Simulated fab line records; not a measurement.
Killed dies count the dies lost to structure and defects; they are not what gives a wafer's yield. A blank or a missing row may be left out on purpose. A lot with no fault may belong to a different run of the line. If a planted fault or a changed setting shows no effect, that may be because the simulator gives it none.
Which tool did it? | flow sky130 | 42 wafers from 14 lots sampled at 4 of the route's 708 steps

== WHAT THE GAUGES SHOWED, per wafer ==
SKY_GATE_OXIDE_THK_MEAS_02.
lot  | measured     | on            | GATE_OXIDE_OXIDATION_00_THK (nm)
L536 | day 12 17:09 | film-metro-03 | 10.63 10.63 10.51
L538 | day 13 21:32 | film-metro-01 | 10.26 10.15 10.13
L539 | day 13 22:57 | film-metro-01 | 10.11 10.05 10.18
L541 | day 14 03:27 | film-metro-01 | 10.31 10.44 10.30
L540 | day 14 03:30 | film-metro-01 | 10.20 10.13 10.22
L542 | day 14 15:41 | film-metro-04 | 10.46 10.41 10.36
L543 | day 15 05:26 | film-metro-03 | 10.13 10.31 9.95
L544 | day 15 12:25 | film-metro-03 | 10.29 10.35 10.37
L545 | day 15 17:46 | film-metro-04 | 10.32 10.33 10.31
L546 | day 15 17:47 | film-metro-01 | 10.28 10.54 10.35
L547 | day 16 02:19 | film-metro-04 | 10.43 10.25 10.50
L557 | day 21 01:12 | film-metro-03 | 10.42 10.46 10.31
L559 | day 21 17:56 | film-metro-04 | 10.16 10.26 9.90
L558 | day 21 19:02 | film-metro-01 | 10.26 9.93 10.17

SKY_LDD_P_CD_MEAS_07: target cd 380 nm.
lot  | measured     | on        | cd-nm (nm)
L536 | day 18 17:22 | cd-sem-01 | 381.9 382.3 379.2
L538 | day 20 05:28 | cd-sem-02 | 383.3 383.4 384.6
L539 | day 20 10:46 | cd-sem-02 | 377.1 379.0 376.6
L541 | day 20 12:27 | cd-sem-02 | 383.8 385.7 386.5
L540 | day 20 15:05 | cd-sem-02 | 378.9 380.4 378.7
L542 | day 21 01:51 | cd-sem-01 | 378.7 380.6 380.4
L543 | day 21 18:25 | cd-sem-01 | 376.9 373.9 374.2
L544 | day 22 05:32 | cd-sem-01 | 386.0 384.1 385.9
L545 | day 22 14:22 | cd-sem-02 | 383.0 384.5 382.7
L546 | day 22 11:51 | cd-sem-01 | 381.4 381.5 380.7
L547 | day 22 19:34 | cd-sem-02 | 383.8 383.2 380.3
L559 | day 28 07:22 | cd-sem-02 | 380.3 384.1 381.1

SKY_SPACER_THK_MEAS_01.
lot  | measured     | on            | SPACER_CVD_00_THK (nm)
L536 | day 22 16:43 | film-metro-04 | 43.8 43.8 43.7
L538 | day 24 06:39 | film-metro-01 | 42.7 43.1 43.2
L539 | day 24 08:38 | film-metro-04 | 43.5 43.4 43.2
L541 | day 24 12:47 | film-metro-04 | 43.5 43.4 43.7
L540 | day 24 16:20 | film-metro-04 | 44.1 43.4 43.4
L542 | day 24 21:32 | film-metro-04 | 43.5 43.3 43.4
L543 | day 25 13:46 | film-metro-03 | 43.7 43.5 43.5
L544 | day 26 02:02 | film-metro-03 | 43.5 43.6 43.0
L545 | day 26 10:01 | film-metro-04 | 43.2 42.9 42.9
L546 | day 26 06:33 | film-metro-04 | 43.2 43.2 43.1
L547 | day 26 14:09 | film-metro-03 | 43.5 43.2 42.9
L559 | day 31 21:40 | film-metro-01 | 43.3 43.1 43.0

== WHICH TOOL RAN EACH LOT (tool, then ch and the chambers of the sampled wafers, then the start) ==
lot  | SKY_POLY_GATE_EXPOSE_10
L536 | krf-scanner-01 ch 0, day 15 15:02
L538 | krf-scanner-01 ch 0, day 16 21:46
L539 | krf-scanner-01 ch 0, day 17 02:16
L541 | krf-scanner-01 ch 0, day 17 04:54
L540 | krf-scanner-02 ch 0, day 17 08:21
L542 | krf-scanner-01 ch 0, day 17 18:02
L543 | krf-scanner-02 ch 0, day 18 09:56
L544 | krf-scanner-02 ch 0, day 18 21:23
L545 | krf-scanner-01 ch 0, day 19 03:53
L546 | krf-scanner-02 ch 0, day 19 03:30
L547 | krf-scanner-01 ch 0, day 19 10:49
L557 | krf-scanner-02, day 24 08:41
L559 | krf-scanner-02 ch 0, day 25 02:22
L558 | krf-scanner-01, day 25 06:57
- SKY_POLY_GATE_EXPOSE_10: exposes mask P1M, target cd 150 nm.

== AS READ BY THE TOOLS THEMSELVES (means over the sampled wafers that have a number; for cases with no such wafer, the mark the record gives instead) ==
SKY_POLY_GATE_EXPOSE_10.
lot  | tool           | exposure-dose-mJ-cm2 | focus-offset-nm (nm)
L536 | krf-scanner-01 | 28.17                | 0.5
L538 | krf-scanner-01 | 28.20                | -0.4
L539 | krf-scanner-01 | 28.18                | -0.3
L541 | krf-scanner-01 | 28.20                | -0.1
L540 | krf-scanner-02 | 27.98                | -0.7
L542 | krf-scanner-01 | 28.18                | 0.8
L543 | krf-scanner-02 | 27.98                | -0.3
L544 | krf-scanner-02 | 28.00                | 0.1
L545 | krf-scanner-01 | 28.20                | 0.4
L546 | krf-scanner-02 | 27.94                | -0.3
L547 | krf-scanner-01 | 28.17                | 0.5
L557 | krf-scanner-02 | -                    | -
L559 | krf-scanner-02 | 27.97                | -0.1
L558 | krf-scanner-01 | -                    | -

== THE ANSWER, worked out from the rows above alone ==
Rule: usual is defined by the lots themselves. The widest of any qualifying gaps counts: lots, ordered by their means at a reading, are off when they make up no more than a third of the lots, leave a main group of 4 or more, and stand apart from it by 3 or more times the standard deviation of that group's means. Not used: any main group whose means are identical at the precision the tables above print for the reading. A lot without any number at a reading at which 4 lots or more have one is off too. Where the step has rows for the other lots, those lots are counted as sound. First the gauges in route order, then the tools' own readings, where a lot's mean is used as printed above. The first step at which some lot is off is used, and at that step the reading that is off furthest; a lot without a number counts as furthest.
Off at SKY_POLY_GATE_EXPOSE_10 (exposure-dose-mJ-cm2): L557, L558. Without a number there: L557, L558. The main group has a mean of 28.10 with a standard deviation of 0.11.
A tool fits if, at that step or a process step before it, it ran every lot that is off, and no sound lot after the first of them. None of those tried fits.

== WHAT HAD BEEN PUT IN BY THE SIMULATOR ==
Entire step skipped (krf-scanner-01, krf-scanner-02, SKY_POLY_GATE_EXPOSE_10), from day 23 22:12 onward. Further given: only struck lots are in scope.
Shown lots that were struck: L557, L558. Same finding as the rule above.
